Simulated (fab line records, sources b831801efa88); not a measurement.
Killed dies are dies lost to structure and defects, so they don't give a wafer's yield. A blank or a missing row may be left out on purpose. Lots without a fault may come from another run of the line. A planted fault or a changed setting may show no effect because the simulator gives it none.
Which tool did it? | flow sky130 | 11 lots, 33 wafers sampled, at 6 steps of a route of 708

WHAT THE GAUGES READ, wafer by wafer
SKY_POLY_GATE_OVL_MEAS_14.
lot  | measured     | on         | POLY_GATE_OVL (nm)
L492 | day 16 04:13 | overlay-02 | 3 10 -6
L493 | day 17 06:08 | overlay-01 | -4 0 0
L494 | day 17 22:59 | overlay-02 | -1 -13 -8
L496 | day 19 12:00 | overlay-02 | -10 -6 -8
L500 | day 20 07:59 | overlay-01 | 3 -6 -6
L498 | day 20 08:10 | overlay-02 | 6 -4 -4
L501 | day 20 08:20 | overlay-01 | 1 5 5
L503 | day 21 20:07 | overlay-01 | -7 -7 -5
L506 | day 22 22:45 | overlay-01 | 3 16 7
L509 | day 23 10:47 | overlay-02 | -4 -7 -2
L511 | day 23 23:12 | overlay-02 | 8 0 4

SKY_SD_P_CD_MEAS_07: target cd 380 nm.
lot  | measured     | on        | cd_nm (nm)
L492 | day 25 02:56 | cd_sem-02 | 379 378 378
L493 | day 26 05:50 | cd_sem-01 | 384 384 384
L494 | day 26 22:39 | cd_sem-01 | 383 382 384
L496 | day 28 09:05 | cd_sem-02 | 382 379 379
L500 | day 29 05:34 | cd_sem-01 | 374 373 374
L498 | day 29 02:02 | cd_sem-01 | 382 382 383
L501 | day 29 05:52 | cd_sem-02 | 380 379 379
L503 | day 30 13:05 | cd_sem-02 | 382 381 384
L506 | day 31 13:34 | cd_sem-02 | - - -
L509 | day 31 23:52 | cd_sem-01 | 375 375 375
L511 | day 32 11:22 | cd_sem-02 | 378 376 379

SKY_SD_P_TW_MEAS_11.
lot  | measured     | on            | SD_P_TW
L492 | day 25 03:19 | film_metro-03 | 2850 2854 2849
L493 | day 26 06:15 | film_metro-03 | 2824 2844 2839
L494 | day 26 23:02 | film_metro-02 | 2815 2817 2820
L496 | day 28 09:30 | film_metro-03 | 2833 2828 2847
L500 | day 29 05:58 | film_metro-01 | 2806 2814 2814
L498 | day 29 02:25 | film_metro-03 | 2843 2839 2837
L501 | day 29 06:16 | film_metro-02 | 2817 2820 2824
L503 | day 30 13:30 | film_metro-01 | 2819 2813 2805
L506 | day 31 13:58 | film_metro-01 | 30 30 30
L509 | day 32 00:16 | film_metro-01 | 2792 2796 2810
L511 | day 32 11:46 | film_metro-02 | 2828 2842 2816

WHICH TOOL RAN EACH LOT (tool, then ch and the chambers of the sampled wafers, then the start)
lot  | SKY_LDD_LDN_STRIP_12                 | SKY_POLY_CUT_ETCH_11               | SKY_SD_P_EXPOSE_04
L492 | plasma_asher-03 ch 0,1, day 22 13:20 | rie_diel-03 ch 0,2, day 23 21:50   | iline_stepper-01 ch 0, day 24 12:59
L493 | plasma_asher-01 ch 0,1, day 23 17:22 | rie_diel-03 ch 0,1,3, day 25 00:50 | iline_stepper-02 ch 0, day 25 14:59
L494 | plasma_asher-01 ch 0,1, day 24 10:35 | rie_diel-03 ch 0,2,3, day 25 18:20 | iline_stepper-02 ch 0, day 26 08:59
L496 | plasma_asher-03 ch 0,1, day 25 21:32 | rie_diel-02 ch 0,1,3, day 27 04:44 | iline_stepper-01 ch 0, day 27 19:43
L500 | plasma_asher-02 ch 0,1, day 26 17:50 | rie_diel-04 ch 0,1, day 28 01:11   | iline_stepper-01 ch 0, day 28 15:52
L498 | plasma_asher-03 ch 0,1, day 26 15:55 | rie_diel-04 ch 2,3, day 27 21:56   | iline_stepper-01 ch 0, day 28 12:28
L501 | plasma_asher-01 ch 0,1, day 26 18:25 | rie_diel-02 ch 0,1,3, day 28 01:35 | iline_stepper-01 ch 0, day 28 15:59
L503 | plasma_asher-03 ch 0,1, day 28 02:47 | rie_diel-03 ch 0,1,2, day 29 09:53 | iline_stepper-01 ch 0, day 30 00:11
L506 | plasma_asher-01 ch 0,1, day 29 04:14 | rie_diel-04 ch 0,1,3, day 30 09:41 | iline_stepper-02 ch 0, day 31 00:13
L509 | plasma_asher-03 ch 0,1, day 29 14:38 | rie_diel-04 ch 0,1,3, day 30 20:35 | iline_stepper-01 ch 0, day 31 10:23
L511 | plasma_asher-03 ch 0,1, day 30 01:34 | rie_diel-03 ch 1,2, day 31 08:32   | iline_stepper-01 ch 0, day 31 21:50
- SKY_LDD_LDN_STRIP_12: strips in O2/N2.
- SKY_POLY_CUT_ETCH_11: etches Si3N4 in CF4/CH2F2/Ar, stops on poly-Si, time 42.5 s, target depth 60 nm.
- SKY_SD_P_EXPOSE_04: exposes mask PSDM, target cd 380 nm.

WHAT THE TOOLS THEMSELVES READ (means of the sampled wafers that have a number; where no wafer has one, the mark that the record gives instead)
SKY_LDD_LDN_STRIP_12.
lot  | tool            | drypump_motor_current_A (A) | oes_product_au (a.u.) | strip_time_to_endpoint_s (s)
L492 | plasma_asher-03 | 5.9                         | 0.716                 | 14.18
L493 | plasma_asher-01 | 5.4                         | 0.716                 | 14.15
L494 | plasma_asher-01 | 5.4                         | 0.716                 | 14.20
L496 | plasma_asher-03 | 5.9                         | 0.715                 | 14.19
L500 | plasma_asher-02 | 5.2                         | 0.718                 | 14.16
L498 | plasma_asher-03 | 6.1                         | 0.711                 | 14.12
L501 | plasma_asher-01 | 5.4                         | 0.715                 | 14.18
L503 | plasma_asher-03 | 6.1                         | 0.718                 | 14.23
L506 | plasma_asher-01 | 5.3                         | 0.714                 | 14.17
L509 | plasma_asher-03 | 5.9                         | 0.716                 | 14.15
L511 | plasma_asher-03 | 6.1                         | 0.715                 | 14.17

SKY_POLY_CUT_ETCH_11.
lot  | tool        | drypump_motor_current_A (A) | oes_product_au (a.u.) | throttle_valve_pct (%)
L492 | rie_diel-03 | 5.5                         | 0.826                 | 14.996
L493 | rie_diel-03 | 5.5                         | 0.825                 | 14.998
L494 | rie_diel-03 | 5.8                         | 0.832                 | 14.994
L496 | rie_diel-02 | 5.4                         | 0.826                 | 14.986
L500 | rie_diel-04 | 5.8                         | 0.827                 | 14.994
L498 | rie_diel-04 | 5.2                         | 0.824                 | 14.997
L501 | rie_diel-02 | 5.4                         | 0.826                 | 15.000
L503 | rie_diel-03 | 5.4                         | 0.824                 | 14.988
L506 | rie_diel-04 | 5.8                         | 0.823                 | 14.999
L509 | rie_diel-04 | 5.7                         | 0.827                 | 14.990
L511 | rie_diel-03 | 5.7                         | 0.832                 | 14.986

SKY_SD_P_EXPOSE_04.
lot  | tool             | stage_vel_mm_s (mm/s)
L492 | iline_stepper-01 | 499.94
L493 | iline_stepper-02 | 499.82
L494 | iline_stepper-02 | 500.37
L496 | iline_stepper-01 | 499.84
L500 | iline_stepper-01 | 500.25
L498 | iline_stepper-01 | 500.05
L501 | iline_stepper-01 | 499.71
L503 | iline_stepper-01 | 500.34
L506 | iline_stepper-02 | 499.62
L509 | iline_stepper-01 | 500.05
L511 | iline_stepper-01 | 499.96

THE ANSWER, worked out from the rows above alone
Rule: what is usual is taken from the lots themselves. Put in order of their means at a reading, lots are off if they are a third of the lots or fewer, leave a main group of 4 or more, and stand apart from it by a gap of 3 or more times the standard deviation of the main group's means; of several such gaps the widest counts. A main group whose means are all the same, to the digits that the tables above print for the reading, isn't used. A lot without any number at a reading at which 4 lots or more have one is off too. The other lots that the step has rows for count as sound. The gauges are gone through in route order, then the tools' own readings, and for those a lot's mean is taken as printed above. The first step at which some lot is off is used, and at that step the reading that is off furthest; a lot without a number counts as furthest.
Off: L506, at SKY_SD_P_CD_MEAS_07 (cd_nm). Without a number there: L506. The main group: mean 380 nm, standard deviation 3.3.
A tool fits if, at a process step before that reading, it ran every lot that is off, and no sound lot after the first of them. The gauges at SKY_SD_P_CD_MEAS_07 aren't tried: what is off there is off at SKY_SD_P_TW_MEAS_11 too, on other tools, and a gauge's error can't cause that. Can't be told from this: 2 tools fit, plasma_asher-01 at SKY_LDD_LDN_STRIP_12, iline_stepper-02 at SKY_SD_P_EXPOSE_04.

WHAT THE SIMULATOR HAD PUT IN
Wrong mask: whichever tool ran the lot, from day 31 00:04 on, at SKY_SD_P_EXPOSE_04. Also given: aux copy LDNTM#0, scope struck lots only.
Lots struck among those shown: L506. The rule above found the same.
